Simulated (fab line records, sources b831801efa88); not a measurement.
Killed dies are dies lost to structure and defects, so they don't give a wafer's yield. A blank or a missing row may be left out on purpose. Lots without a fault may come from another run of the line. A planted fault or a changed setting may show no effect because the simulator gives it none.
Which tool did it? | flow gf180mcu | 14 lots, 42 wafers sampled, at 5 steps of a route of 602

WHAT THE GAUGES READ, wafer by wafer
GF_STI_THK_MEAS_22.
lot  | measured    | on            | STI_OXIDATION_01_THK (nm)
L682 | day 2 03:16 | film_metro-02 | 15.03 14.80 15.06
L683 | day 2 08:50 | film_metro-02 | 14.71 14.58 14.66
L685 | day 2 18:43 | film_metro-02 | 15.31 15.27 15.11
L687 | day 3 04:59 | film_metro-02 | 15.20 14.98 15.07
L689 | day 3 15:04 | film_metro-02 | 15.36 15.14 15.05
L692 | day 4 07:06 | film_metro-01 | 14.39 14.46 14.58
L693 | day 4 13:46 | film_metro-01 | 14.85 14.76 14.89
L694 | day 4 17:05 | film_metro-04 | 15.39 15.09 15.06
L697 | day 5 11:44 | film_metro-01 | 14.86 15.18 15.22
L699 | day 5 18:28 | film_metro-02 | 14.89 14.82 14.97
L701 | day 6 06:10 | film_metro-01 | 14.96 14.97 14.93
L703 | day 6 15:23 | film_metro-01 | 14.73 14.53 14.64
L704 | day 6 20:58 | film_metro-02 | 14.79 14.79 14.90
L705 | day 7 03:13 | film_metro-02 | 14.92 14.98 14.64

GF_VT_IMPLANT_TW_MEAS_10.
lot  | measured     | on            | VT_IMPLANT_TW
L682 | day 5 14:45  | film_metro-02 | 558 557 557
L683 | day 5 20:50  | film_metro-01 | 568 569 566
L685 | day 6 10:07  | film_metro-01 | 569 568 563
L687 | day 6 21:47  | film_metro-01 | 564 564 565
L689 | day 7 10:02  | film_metro-02 | 563 563 567
L692 | day 8 06:24  | film_metro-02 | 565 565 564
L693 | day 8 13:05  | film_metro-03 | 559 561 561
L694 | day 8 17:59  | film_metro-02 | 561 563 565
L697 | day 9 15:12  | film_metro-02 | 557 558 560
L699 | day 9 22:12  | film_metro-03 | 553 555 556
L701 | day 10 12:06 | film_metro-03 | 561 563 564
L703 | day 10 22:29 | film_metro-01 | 563 565 565
L704 | day 11 06:55 | film_metro-02 | 562 563 560
L705 | day 11 11:45 | film_metro-01 | 562 562 565

GF_VT_IMPLANT_RS_MEAS_49: measures by four-point-probe.
lot  | measured     | on            | MVPSD_RS (ohm/sq)
L682 | day 7 13:01  | film_metro-04 | 1169.2 1173.0 1171.2
L683 | day 7 19:49  | film_metro-04 | 1169.8 1169.8 1170.4
L685 | day 8 11:18  | film_metro-02 | 1166.2 1168.4 1166.8
L687 | day 8 22:19  | film_metro-02 | 1171.1 1165.8 1168.1
L689 | day 9 12:48  | film_metro-03 | 1165.8 1167.3 1167.2
L692 | day 10 09:39 | film_metro-02 | 1178.8 1167.9 1169.1
L693 | day 10 15:46 | film_metro-04 | 1183.3 1173.3 1169.9
L694 | day 10 22:03 | film_metro-04 | 1179.3 1180.0 1165.6
L697 | day 11 20:33 | film_metro-03 | 1168.8 1165.2 1166.5
L699 | day 12 06:19 | film_metro-04 | 1169.0 1165.7 1166.8
L701 | day 12 20:53 | film_metro-04 | 1164.8 1165.2 1169.2
L703 | day 13 08:21 | film_metro-02 | 1165.2 1167.5 1163.9
L704 | day 13 17:30 | film_metro-04 | 1169.4 1164.1 1165.6
L705 | day 14 00:23 | film_metro-03 | 1167.1 1168.1 1169.3

WHICH TOOL RAN EACH LOT (tool, then ch and the chambers of the sampled wafers, then the start)
lot  | GF_STI_CMP_25                | GF_MVPSD_IMPLANT_09
L682 | cmp-02 ch 0,1,2, day 2 03:29 | implanter-01 ch 0, day 5 00:11
L683 | cmp-01 ch 0,1,2, day 2 09:07 | implanter-04 ch 0, day 5 06:21
L685 | cmp-02 ch 0,3, day 2 18:55   | implanter-04 ch 0, day 5 19:32
L687 | cmp-02 ch 1,2, day 3 05:10   | implanter-04 ch 0, day 6 05:45
L689 | cmp-02 ch 0,1, day 3 15:16   | implanter-04 ch 0, day 6 18:05
L692 | cmp-02 ch 0,1,2, day 4 07:21 | implanter-04 ch 0, day 7 13:44
L693 | cmp-02 ch 0,2, day 4 14:31   | implanter-04 ch 0, day 7 20:38
L694 | cmp-02 ch 1,2,3, day 4 17:17 | implanter-04 ch 0, day 8 01:05
L697 | cmp-02 ch 1,3, day 5 11:59   | implanter-01 ch 0, day 8 21:59
L699 | cmp-02 ch 0,2, day 5 18:43   | implanter-01 ch 0, day 9 05:29
L701 | cmp-02 ch 0,1,2, day 6 06:26 | implanter-03 ch 0, day 9 18:41
L703 | cmp-02 ch 0,1,3, day 6 15:41 | implanter-01 ch 0, day 10 04:14
L704 | cmp-01 ch 2,3, day 6 21:10   | implanter-04 ch 0, day 10 12:28
L705 | cmp-01 ch 0,1, day 7 03:23   | implanter-01 ch 0, day 10 17:35
- GF_STI_CMP_25: polishes, stops on Si3N4, t overpolish 33 s, target thk 524.6 nm.
- GF_MVPSD_IMPLANT_09

WHAT THE TOOLS THEMSELVES READ (means of the sampled wafers that have a number; where no wafer has one, the mark that the record gives instead)
GF_STI_CMP_25.
lot  | tool   | head_pressure_psi (psi) | motor_current_A (A) | overpolish_run_s (s) | time_to_endpoint_s (s)
L682 | cmp-02 | 3.994                   | 12.3                | 32.996               | 123
L683 | cmp-01 | 3.995                   | 11.4                | 33.001               | 131
L685 | cmp-02 | 3.995                   | 12.1                | 32.997               | 127
L687 | cmp-02 | 4.011                   | 12.3                | 32.999               | 133
L689 | cmp-02 | 3.990                   | 12.1                | 33.002               | 128
L692 | cmp-02 | 3.997                   | 11.9                | 33.002               | 128
L693 | cmp-02 | 4.009                   | 11.3                | 33.003               | 122
L694 | cmp-02 | 4.014                   | 12.5                | 32.998               | 130
L697 | cmp-02 | 4.005                   | 12.7                | 33.000               | 126
L699 | cmp-02 | 3.994                   | 11.5                | 33.007               | 126
L701 | cmp-02 | 4.000                   | 12.0                | 33.011               | 127
L703 | cmp-02 | 3.995                   | 12.2                | 32.996               | 131
L704 | cmp-01 | 3.989                   | 11.6                | 33.011               | 124
L705 | cmp-01 | 3.996                   | 10.5                | 33.001               | 125

THE ANSWER, worked out from the rows above alone
Rule: what is usual is taken from the lots themselves. Put in order of their means at a reading, lots are off if they are a third of the lots or fewer, leave a main group of 4 or more, and stand apart from it by a gap of 3 or more times the standard deviation of the main group's means; of several such gaps the widest counts. A main group whose means are all the same, to the digits that the tables above print for the reading, isn't used. A lot without any number at a reading at which 4 lots or more have one is off too. The other lots that the step has rows for count as sound. The gauges are gone through in route order, then the tools' own readings, and for those a lot's mean is taken as printed above. The first step at which some lot is off is used, and at that step the reading that is off furthest; a lot without a number counts as furthest.
No lot is off at any reading shown: from this, nothing can be told.

WHAT THE SIMULATOR HAD PUT IN
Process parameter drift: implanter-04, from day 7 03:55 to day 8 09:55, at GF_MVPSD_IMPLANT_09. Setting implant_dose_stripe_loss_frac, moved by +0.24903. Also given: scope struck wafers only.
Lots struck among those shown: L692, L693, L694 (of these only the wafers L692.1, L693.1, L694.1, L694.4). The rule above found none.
